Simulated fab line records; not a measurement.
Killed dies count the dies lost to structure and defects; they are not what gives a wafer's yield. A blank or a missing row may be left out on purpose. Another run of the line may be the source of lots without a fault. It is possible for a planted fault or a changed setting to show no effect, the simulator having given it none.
Split-lot trial ; flow gf180mcu ; route with 602 steps; 5 lots, 23 wafers read

== ON THE SPLIT ==
At GF_STI_OXIDATION_01 (stabilise 600 s, purge 300 s, target thk 10 nm), the setting temp-c was moved away from the recipe's 900 C on 20 of the 23 wafers read, by -2.2% to +2.9%. The other wafers ran this setting at the recipe's value.

Between the split and the reading, the file records no step.

== THE READING ==
STI_OXIDATION_THK, in nm, at GF_STI_THK_MEAS_02. On this fab line, fault-free wafers typically give 10.07 nm with a standard deviation of 0.12 nm.

wafer;tool, chamber at the split;temp-c as run, C;against the recipe;STI_OXIDATION_THK, nm;against lot-mates on the recipe
L076.1;-, -;888.4;-1.3%;8.93;no lot-mate on the recipe
L076.2;-, -;888.4;-1.3%;8.86;no lot-mate on the recipe
L076.3;-, -;888.4;-1.3%;8.98;no lot-mate on the recipe
L076.5;-, -;888.4;-1.3%;8.96;no lot-mate on the recipe
L076.6;-, -;888.4;-1.3%;8.92;no lot-mate on the recipe
L078.1;-, -;925.7;+2.9%;13.20;no lot-mate on the recipe
L078.2;-, -;925.7;+2.9%;13.05;no lot-mate on the recipe
L078.3;-, -;925.7;+2.9%;13.25;no lot-mate on the recipe
L078.4;-, -;925.7;+2.9%;13.13;no lot-mate on the recipe
L078.6;-, -;925.7;+2.9%;13.05;no lot-mate on the recipe
L080.1;furnace-02, 0;900;recipe;10.07;-
L080.3;furnace-02, 0;900;recipe;9.95;-
L080.5;furnace-02, 0;900;recipe;10.07;-
L081.1;-, -;885.8;-1.6%;8.51;no lot-mate on the recipe
L081.2;-, -;885.8;-1.6%;8.61;no lot-mate on the recipe
L081.3;-, -;885.8;-1.6%;8.60;no lot-mate on the recipe
L081.4;-, -;885.8;-1.6%;8.59;no lot-mate on the recipe
L081.6;-, -;885.8;-1.6%;8.44;no lot-mate on the recipe
L085.1;-, -;879.9;-2.2%;8.14;no lot-mate on the recipe
L085.2;-, -;879.9;-2.2%;8.11;no lot-mate on the recipe
L085.3;-, -;879.9;-2.2%;7.96;no lot-mate on the recipe
L085.5;-, -;879.9;-2.2%;8.17;no lot-mate on the recipe
L085.6;-, -;879.9;-2.2%;8.15;no lot-mate on the recipe

FIT RESULTS
A straight line over all 23 wafers: STI_OXIDATION_THK changes by +1 nm for each +1% of temp-c; r = +1.00; the points scatter about the line by 0.13 nm.
Too few moved wafers have a lot-mate on the recipe to fit a line with each lot's own level taken away.

== THE WHOLE CHAIN: every reading that the file lists as answering this split, in the file's order ==
step;what it does;reading;change (the file's fit);r (the file's)
GF_STI_OXIDATION_01;stabilise 600 s, purge 300 s, target thk 10 nm;SiO2_of_STI_OXIDATION_01.thk-nm (the simulator's own value, which no gauge read);+1 nm for each +1% of the setting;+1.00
GF_STI_THK_MEAS_02;;STI_OXIDATION_THK;+1 for each +1% of the setting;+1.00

== FILE'S OWN FIT ==
STI_OXIDATION_THK changes by +1 nm for each +1% of temp-c, r = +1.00.
